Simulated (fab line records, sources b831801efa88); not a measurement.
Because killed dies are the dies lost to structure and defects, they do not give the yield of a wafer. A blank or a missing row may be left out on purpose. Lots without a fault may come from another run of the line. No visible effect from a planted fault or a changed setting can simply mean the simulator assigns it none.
Matching of chambers ; flow sky130 ; SKY_PASSIVATION_CVD_02 on pecvd-03: 3 sister chambers
The step deposits Si3N4, target thk 540 nm. 16 wafers are shown with their chamber, then 8 later ones without.

EACH WAFER AND ITS CHAMBER
wafer;chamber;heater_power_w (W)
L464.2;1;935
L464.3;2;846
L464.6;0;871
L469.3;1;752
L469.4;2;828
L469.6;0;895
L470.1;1;823
L470.5;2;795
L470.6;0;717
L471.1;2;767
L471.4;0;752
L471.6;2;796
L473.1;2;766
L473.2;1;914
L473.6;2;797
L474.3;0;767

SIGNATURES (means of the wafers above)
reading;chamber 0;chamber 1;chamber 2;scatter within a chamber
heater_power_w;800.40;856.00;799.29;62.7
Rule: for each reading, subtract the chamber's mean from the wafer's reading, divide by that reading's scatter and square the result; add these up over the readings and take the root, which gives the wafer's distance from the chamber. The wafer belongs to the nearest chamber; if the next one is less than 2 further off, it can't be placed. The scatter: the root of (the sum of the squares of (reading less its chamber's mean) over the shown wafers, divided by (wafers less chambers)).

WAFERS WHOSE CHAMBER IS MISSING
wafer;heater_power_w (W)
L474.5;807
L474.6;777
L476.3;862
L476.4;698
L476.6;916
L484.2;808
L484.5;858
L484.6;905

WHICH CHAMBER EACH ONE RAN IN
wafer;from the rows above;in truth
L474.5;can't be placed: 0 or 2 or 1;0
L474.6;can't be placed: 2 or 0 or 1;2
L476.3;can't be placed: 1 or 0 or 2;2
L476.4;can't be placed: 2 or 0 or 1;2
L476.6;can't be placed: 1 or 0 or 2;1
L484.2;can't be placed: 0 or 2 or 1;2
L484.5;can't be placed: 1 or 0 or 2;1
L484.6;can't be placed: 1 or 0 or 2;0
Correctly placed: 0 of 8. Can't be placed from these rows: 8 (the true chamber is among the candidates in 8). Number placed wrongly: 0.
